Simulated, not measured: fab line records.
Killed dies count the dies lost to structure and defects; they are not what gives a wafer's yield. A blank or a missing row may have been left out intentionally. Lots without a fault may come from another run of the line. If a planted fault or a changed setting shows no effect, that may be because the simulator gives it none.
Struck lot and sound lot, side by side | flow sfq_line | 14 steps out of a route of 325
Sound: these wafers, L504.2, L504.3, L504.6. Struck: wafer L508.5 (left out: L508.2, L508.3 of the same lot, which were not struck); the cause appears at the end.
Per side, at each step with rows, come the tool, then ch with its chambers, and then its first start. Under that, the readings that differ: sound wafers | struck wafers | difference of the means | sigmas: that difference in standard deviations of wafers without a fault.
alike: words and numbers the same on both sides, and readings whose means are apart by under 2 such deviations; not compared: readings that were withheld, readings missing a value for some wafer, numbers with overlapping values and no deviation given by the record, and bounds like >300 which may hide the same value.
The two part at a step that has a row with sigmas, a row that says differs or no value, or rows on one side only. Numbers that have no deviation but don't overlap get no sigmas and don't part them. A reading missing from all wafers of one side parts the sides only when that side holds two or more wafers.

first, 6 steps without rows for these wafers: SFQ_TRILAYER_I3_VIA_LITHO_COAT_090 (resist thk 62 nm); SFQ_TRILAYER_I3_VIA_LITHO_COAT_085 (resist thk 650 nm); SFQ_TRILAYER_I3_VIA_LITHO_SOFTBAKE_089; SFQ_TRILAYER_I3_VIA_LITHO_EXPOSE_086 (exposes mask I3, target cd 500 nm); SFQ_TRILAYER_I3_VIA_LITHO_PEB_088 (peb time 60 s); SFQ_TRILAYER_I3_VIA_LITHO_DEVELOP_087 (time 60 s).
SFQ_I3_OVL_MEAS_923:
  sound: overlay-01 at day 36 17:14; struck: overlay-01 at day 38 10:16
  alike: I3_OVL
SFQ_TRILAYER_I3_VIA_BARC_OPEN_VIA_ETCH_121: etches BARC in O2, target depth 125 nm, time 41.7 s.
  sound on rie_diel-01 ch 0,3, day 36 17:16; struck on rie_diel-02 ch 1, day 38 10:18
  alike: drypump_motor_current_A, oes_product_au
  not compared: rf_hours_counter_h
SFQ_TRILAYER_I3_VIA_ETCH_VIA_ETCH_088: etches SiO2 in CHF3, stops on Nb, target depth 260 nm.
  sound on rie_diel-01 ch 0,3, day 36 17:19; struck on rie_diel-02 ch 1, day 38 10:20
  alike: drypump_motor_current_A, oes_product_au
SFQ_TRILAYER_I3_VIA_STRIP_STRIP_089: strips in O2.
  sound on rie_metal-03 ch 0,1, day 36 17:25; struck on rie_metal-01 ch 0, day 38 10:27
  alike: drypump_motor_current_A, oes_product_au
  not compared: rf_hours_counter_h
then, 2 steps without rows for these wafers: SFQ_TRILAYER_I3_VIA_STRIP_SOLV_CLEAN_090 (cleans in NMP, time 600 s); SFQ_TRILAYER_M4_DEP_PRE_CLEAN_092 (time 22.5 s).
SFQ_TRILAYER_M4_DEP_SPUTTER_091: material Nb, target thk 200 nm, time 133.3 s.
  sound: pvd_sputter-05 at day 36 18:14; struck: pvd_sputter-05 at day 38 11:27
  reading                  | sound                 | struck  | difference | sigmas
  chamber_pressure_pa (Pa) | 0.13286 0.13314 0.133 | 0.14469 | +0.01169   | +51
  alike: throttle_valve_pct
SFQ_M4_RS_MEAS_924: the measuring method here is four-point-probe.
  sound: film_metro-03 at day 36 18:20; struck: film_metro-02 at day 38 11:34
  alike: M4_NB_RS

WHERE THEY PART
Only at SFQ_TRILAYER_M4_DEP_SPUTTER_091, as far as this record shows. Later steps at which nothing parts them and some readings are alike: SFQ_M4_RS_MEAS_924.

WHY: whatever the simulator had introduced
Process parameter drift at SFQ_TRILAYER_M4_DEP_SPUTTER_091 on pvd_sputter-05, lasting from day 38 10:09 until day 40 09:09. From 0.1333, the setting chamber_pressure_pa moved by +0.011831. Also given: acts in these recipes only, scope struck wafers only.
